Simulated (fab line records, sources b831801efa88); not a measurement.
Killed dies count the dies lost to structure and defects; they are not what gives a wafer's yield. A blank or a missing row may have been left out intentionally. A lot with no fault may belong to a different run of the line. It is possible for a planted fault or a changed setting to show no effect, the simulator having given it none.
Struck lot and sound lot, side by side ; flow sfqLine ; 14 out of 325 route steps
Sound: wafers L611.2, L611.4, L611.6. Struck: wafer L623.3. (L623.5 of the same lot was not struck and is left out.) The cause comes at the end.
For every step that has rows: the tool of each side, followed by ch and its chambers, followed by its first start. Under that, the readings that differ: sound wafers ; struck wafers ; difference of the means ; sigmas: that difference in standard deviations of wafers without a fault.
alike: readings whose means differ by less than 2 such deviations, and words and numbers that are the same on both sides. not compared: withheld readings, readings that some wafer has no value for, bounds like >300 that may hide the same value, and numbers for which the record gives no deviation and whose values overlap.
The two part at a step that has a row with sigmas, a row that says differs or no value, or rows on one side only. Non-overlapping numbers with no deviation appear without sigmas and do not part them. Lack of a reading on every wafer of one side parts them only where that side has two or more wafers.

first, 2 steps without rows for these wafers: SFQ_TRILAYER_C5_STRIP_SOLV_CLEAN_156 (cleans in NMP, time 600 s); SFQ_TRILAYER_M6_DEP_PRE_CLEAN_158 (time 22.5 s).
SFQ_TRILAYER_M6_DEP_SPUTTER_157: material Nb, target thk 200 nm, time 133.3 s.
  sound on pvdSputter-04 at day 69 15:39; struck on pvdSputter-04 at day 72 06:52
  alike: throttleValvePct
SFQ_M6_RS_MEAS_938: the measuring method here is four-point-probe.
  sound on filmMetro-03 at day 69 15:46; struck on filmMetro-04 at day 72 07:01
  alike: M6_NB_RS
then, 6 steps without rows for these wafers: SFQ_TRILAYER_M6_LITHO_COAT_164 (resist thk 62 nm); SFQ_TRILAYER_M6_LITHO_COAT_159 (resist thk 600 nm); SFQ_TRILAYER_M6_LITHO_SOFTBAKE_163; SFQ_TRILAYER_M6_LITHO_EXPOSE_160 (exposes mask M6, target cd 500 nm); SFQ_TRILAYER_M6_LITHO_PEB_162 (peb time 60 s); SFQ_TRILAYER_M6_LITHO_DEVELOP_161 (time 60 s).
-- the record jumps here: 4 days lie between the struck wafers' starts before and after --
SFQ_M6_OVL_MEAS_940:
  sound on overlay-02 at day 73 01:53; struck on overlay-02 at day 75 20:36
  alike: M6_OVL
SFQ_TRILAYER_M6_BARC_OPEN_METAL_ETCH_206: etches BARC in O2, target depth 125 nm, time 41.7 s.
  sound on rieMetal-01 ch 0,1, day 73 01:55; struck on rieMetal-02 ch 1, day 75 20:38
reading;sound;struck;difference;sigmas
heBacksideLeakSccm (sccm);3.51 3.41 3.33;3.93;+0.51;+2
model.KrF_of_TRILAYER_M6_LITHO_COAT_159.thkNm (nm);525.9 525.8 525.8;529.7;+3.9;
  alike: drypumpMotorCurrentA, oesProductAu
  not compared: rfHoursCounterH
SFQ_TRILAYER_M6_ETCH_METAL_ETCH_162: etches Nb in Cl2/Ar, stops on SiO2, target depth 240 nm, time 120 s.
  sound on rieMetal-01 ch 0,1, day 73 01:58; struck on rieMetal-02 ch 1, day 75 20:43
reading;sound;struck;difference;sigmas
heBacksideLeakSccm (sccm);3.47 3.09 3.47;3.84;+0.50;+2
model.KrF_of_TRILAYER_M6_LITHO_COAT_159.thkNm (nm);384.9 385.6 385.9;389.9;+4.4;
  alike: drypumpMotorCurrentA, oesProductAu
  not compared: rfHoursCounterH
SFQ_TRILAYER_M6_STRIP_STRIP_163: strips in O2.
  sound on rieMetal-01 ch 0,1, day 73 02:05; struck on rieMetal-02 ch 1, day 75 21:01
  alike: drypumpMotorCurrentA, heBacksideLeakSccm, oesProductAu
  not compared: rfHoursCounterH

== WHERE THEY PART ==
Earliest at SFQ_TRILAYER_M6_BARC_OPEN_METAL_ETCH_206; latest, in this record, at SFQ_TRILAYER_M6_ETCH_METAL_ETCH_162. Later steps at which nothing parts them and some readings are alike: SFQ_TRILAYER_M6_STRIP_STRIP_163.

WHY: what had been put in by the simulator
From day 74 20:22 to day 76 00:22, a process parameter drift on rieMetal-02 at SFQ_TRILAYER_M6_BARC_OPEN_METAL_ETCH_206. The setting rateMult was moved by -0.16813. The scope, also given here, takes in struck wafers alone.
